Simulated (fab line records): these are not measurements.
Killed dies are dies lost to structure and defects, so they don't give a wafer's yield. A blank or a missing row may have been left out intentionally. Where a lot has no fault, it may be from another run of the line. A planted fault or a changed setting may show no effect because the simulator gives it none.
A lot that was struck, set against a sound lot -- flow gf180mcu -- 20 steps out of a route of 602
Sound: wafers L769.2, L769.3, L769.5. Wafers struck: L782.1, L782.2, L782.5. The cause is named last.
Order at every step that has rows: each side's tool, ch and its chambers, its first start. Under that, the readings that differ: sound wafers -- struck wafers -- difference of the means -- sigmas: that difference in standard deviations of wafers without a fault.
alike: words and numbers the same on both sides, and readings whose means are apart by under 2 such deviations; not compared: readings that were withheld, readings missing a value for some wafer, numbers with overlapping values and no deviation given by the record, and bounds like >300 which may hide the same value.
A row with sigmas, a row that says differs or no value, or rows on one side alone: a step with any of these is where the two part. Numbers that don't overlap but have no deviation are shown without sigmas and don't part them. Lack of a reading on every wafer of one side parts them only where that side has two or more wafers.

GF_PSD_STRIP_10: strips in O2/N2.
  sound on plasmaAsher-02 ch 0,1, day 14 03:26; struck on plasmaAsher-01 ch 0,1, day 19 00:44
  alike: chamberPressureMTorr, drypumpMotorCurrentA, heaterPowerW, oesProductAu, stripTimeToEndpointS
  not compared: rfHoursCounterH
GF_PSD_TW_MEAS_11:
  sound on filmMetro-04 at day 14 03:33; struck on filmMetro-01 at day 19 00:50
  alike: PSD_TW
then, 1 step without rows for these wafers: GF_PSD_CLEAN_12 (cleans in SC1/SC2, time 150 s).
GF_PSD_RTA_13: time 20 s.
  sound on rtpAnneal-01 ch 0, day 14 03:40; struck on rtpAnneal-01 ch 0, day 19 00:57
  alike: lampPowerPct, wafer_temp_C_max
GF_PSD_RS_MEAS_14: measurement is done with a four-point probe.
  sound on filmMetro-03 at day 14 03:46; struck on filmMetro-01 at day 19 01:02
  alike: NSD_RS
GF_PSD_RS_MEAS_15: measurement is done with a four-point probe.
  sound on filmMetro-03 at day 14 03:53; struck on filmMetro-01 at day 19 01:10
  alike: PSD_RS
GF_SAB_CVD_00: deposits SiO2 from TEOS, target thk 50 nm, time 4.9302 s.
  sound on pecvd-02 ch 1,2, day 14 03:59; struck on pecvd-01 ch 0,2, day 19 01:17
reading,sound,struck,difference,sigmas
rfFwdPowerW (W),587 583 583,592 590 592,+7,+2
  alike: heaterPowerW, susceptorTempC
GF_SAB_THK_MEAS_01:
  sound on filmMetro-01 at day 14 04:01; struck on filmMetro-03 at day 19 01:18
  alike: SAB_CVD_00_THK
then, 4 steps without rows for these wafers: GF_SAB_DEHYDRATE_02 (time 60 s); GF_SAB_HMDS_03 (prime time 60 s); GF_SAB_COAT_04 (resist thk 1000 nm); GF_SAB_SOFTBAKE_05 (time 60 s).
GF_SAB_EXPOSE_06: exposes mask SAB, target cd 420 nm.
  sound on ilineStepper-01 ch 0, day 14 14:26; struck on ilineStepper-01 ch 0, day 19 13:38
reading,sound,struck,difference,sigmas
exposureDoseMJCm2,139.69 139.93 139.84,107.71 107.63 107.66,-32.15,-99 or more
  alike: mask
then, 2 steps without rows for these wafers: GF_SAB_PEB_07; GF_SAB_DEVELOP_08 (develop time 60 s).
GF_SAB_CD_MEAS_09 targets a cd of 420 nm.
  sound on cdSem-02 at day 15 00:49; struck on cdSem-02 at day 20 01:17
reading,sound,struck,difference,sigmas
cdNm (nm),422.2 423.7 424.0,494.8 493.6 493.2,+70.6,+27
GF_SAB_OVL_MEAS_10:
  sound on overlay-02 at day 15 00:56; struck on overlay-02 at day 20 01:25
  alike: SAB_OVL
GF_SAB_ETCH_11: etches SiO2 in C4F8/O2/Ar, target depth 55 nm, time 8.5 s.
  sound on rieDiel-04 ch 0,1,2, day 15 00:58; struck on rieDiel-02 ch 1,2,3, day 20 01:26
reading,sound,struck,difference,sigmas
model.SAB.cdNm (nm),422.2 423.5 423.7,494.9 493.5 494.1,+71.0,
  alike: chamberPressureMTorr, oesProductAu, rfFwdPowerW
  not compared: rfHoursCounterH
then, 1 step without rows for these wafers: GF_SAB_WET_ETCH_12 (etches SiO2 in dHF, target depth 22 nm, time 440 s).
-- the record jumps here: 13 days lie between the struck wafers' starts before and after (it left off in module SAB and takes up again in module PASSIVATION, whose first step shown is number 602 of the route) --
GF_PASSIVATION_PROBE_99:
  rows exist in the record for the struck wafers here (prober-02, day 32 20:13), but not for the sound ones

WHERE THEY PART
Earliest at GF_SAB_CVD_00; latest, in this record, at GF_PASSIVATION_PROBE_99.

WHY: whatever the simulator had introduced
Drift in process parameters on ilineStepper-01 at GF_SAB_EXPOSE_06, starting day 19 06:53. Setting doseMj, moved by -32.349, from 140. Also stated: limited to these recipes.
